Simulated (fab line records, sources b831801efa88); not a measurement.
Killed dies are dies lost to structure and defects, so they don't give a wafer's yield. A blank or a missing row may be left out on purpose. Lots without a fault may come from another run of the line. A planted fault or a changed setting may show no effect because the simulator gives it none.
A struck lot beside a sound one | flow gf180mcu | 30 steps out of a route of 602
Sound: wafers L427.1, L427.3, L427.6. Struck: wafers L442.2, L442.4, L442.5. The cause comes at the end.
At each step with rows: each side's tool, then ch and its chambers, then its first start. Under that, the readings that differ: sound wafers | struck wafers | difference of the means | sigmas: that difference in standard deviations of wafers without a fault.
alike: readings whose means differ by less than 2 such deviations, and words and numbers that are the same on both sides. not compared: withheld readings, readings that some wafer has no value for, bounds like >300 that may hide the same value, and numbers for which the record gives no deviation and whose values overlap.
The two part at a step that has a row with sigmas, a row that says differs or no value, or rows on one side only. Numbers that don't overlap but have no deviation are shown without sigmas and don't part them. A reading that every wafer of one side lacks parts them only if that side has two wafers or more.

first, 3 steps without rows for these wafers: GF_PSD_EXPOSE_04 (exposes mask Pplus, target cd 400 nm); GF_PSD_PEB_05; GF_PSD_DEVELOP_06 (develop time 60 s).
GF_PSD_CD_MEAS_07: target cd 400 nm.
  sound on cd_sem-02, day 14 12:10; struck on cd_sem-02, day 19 19:50
  alike: cd_nm
GF_PSD_OVL_MEAS_08:
  sound on overlay-01, day 14 12:17; struck on overlay-01, day 19 19:56
  alike: PSD_OVL
then, 1 step without rows for these wafers: GF_PSD_IMPLANT_09.
GF_PSD_STRIP_10: strips in O2/N2.
  sound on plasma_asher-04 ch 0,1, day 14 12:28; struck on plasma_asher-02 ch 0,1, day 19 20:07
  alike: drypump_motor_current_A, heater_power_w, n2_flow_sccm, oes_product_au, platen_temp_c, strip_time_to_endpoint_s
  not compared: rf_hours_counter_h
GF_PSD_TW_MEAS_11:
  sound on film_metro-02, day 14 12:34; struck on film_metro-02, day 19 20:14
  alike: PSD_TW
then, 1 step without rows for these wafers: GF_PSD_CLEAN_12 (cleans in SC1/SC2, time 150 s).
GF_PSD_RTA_13: time 20 s.
  sound on rtp_anneal-01 ch 0, day 14 12:41; struck on rtp_anneal-01 ch 0, day 19 20:21
  alike: chamber_o2_ppm, lamp_power_pct, wafer_temp_C_max
GF_PSD_RS_MEAS_14: measures by four-point-probe.
  sound on film_metro-02, day 14 12:46; struck on film_metro-03, day 19 20:26
  alike: NSD_RS
GF_PSD_RS_MEAS_15: measures by four-point-probe.
  sound on film_metro-02, day 14 12:53; struck on film_metro-03, day 19 20:33
  alike: PSD_RS
GF_SAB_CVD_00: deposits SiO2 from TEOS, target thk 50 nm, time 4.9302 s.
  sound on pecvd-01 ch 0,2, day 14 13:00; struck on pecvd-01 ch 0,2, day 19 20:39
  reading                              | sound             | struck            | difference | sigmas
  model.SiO2_of_SAB_CVD_00.thk_nm (nm) | 49.63 49.03 49.74 | 42.01 43.31 44.33 | -6.25      |
  alike: heater_power_w
GF_SAB_THK_MEAS_01:
  sound on film_metro-01, day 14 13:01; struck on film_metro-04, day 19 20:41
  reading             | sound          | struck         | difference | sigmas
  SAB_CVD_00_THK (nm) | 49.6 49.0 49.8 | 42.0 43.3 44.4 | -6.2       | -10
then, 7 steps without rows for these wafers: GF_SAB_DEHYDRATE_02 (time 60 s); GF_SAB_HMDS_03 (prime time 60 s); GF_SAB_COAT_04 (resist thk 1000 nm); GF_SAB_SOFTBAKE_05 (time 60 s); GF_SAB_EXPOSE_06 (exposes mask SAB, target cd 420 nm); GF_SAB_PEB_07; GF_SAB_DEVELOP_08 (develop time 60 s).
GF_SAB_CD_MEAS_09: target cd 420 nm.
  sound on cd_sem-02, day 15 10:01; struck on cd_sem-01, day 20 21:02
  alike: cd_nm
GF_SAB_OVL_MEAS_10:
  sound on overlay-02, day 15 10:08; struck on overlay-02, day 20 21:08
  alike: SAB_OVL
GF_SAB_ETCH_11: etches SiO2 in C4F8/O2/Ar, target depth 55 nm, time 8.5 s.
  sound on rie_diel-01 ch 2,3, day 15 10:10; struck on rie_diel-03 ch 0,3, day 20 21:10
  alike: oes_product_au
  not compared: rf_hours_counter_h
then, 1 step without rows for these wafers: GF_SAB_WET_ETCH_12 (etches SiO2 in dHF, target depth 22 nm, time 440 s).
GF_SAB_STRIP_13: strips in O2/N2.
  sound on plasma_asher-04 ch 0,1, day 15 10:20; struck on plasma_asher-04 ch 0, day 20 21:19
  alike: drypump_motor_current_A, heater_power_w, n2_flow_sccm, oes_product_au, platen_temp_c, strip_time_to_endpoint_s
  not compared: rf_hours_counter_h
then, 1 step without rows for these wafers: GF_SALICIDE_CLEAN_00 (cleans in SC1/SC2, time 150 s).
GF_SALICIDE_WET_ETCH_01: etches SiO2 in dHF, target depth 5 nm, time 100 s.
  sound on wet_bench-01 ch 3, day 15 10:29; struck on wet_bench-03 ch 0, day 20 21:29
  reading                              | sound            | struck            | difference | sigmas
  model.SiO2_of_SAB_CVD_00.thk_nm (nm) | 39.06 38.5 39.21 | 31.38 32.63 33.69 | -6.36      |
GF_SALICIDE_SPUTTER_02: material Co, target thk 10 nm, time 20 s.
  sound on pvd_sputter-03, day 15 10:31; struck on pvd_sputter-01, day 20 21:31
  alike: throttle_valve_pct
GF_PASSIVATION_PROBE_99:
  the record has rows for the sound wafers here (prober-02, day 29 08:34) and none for the struck ones

WHERE THEY PART
First at GF_SAB_THK_MEAS_01; last, within this record, at GF_PASSIVATION_PROBE_99.

WHY: what the simulator had put in
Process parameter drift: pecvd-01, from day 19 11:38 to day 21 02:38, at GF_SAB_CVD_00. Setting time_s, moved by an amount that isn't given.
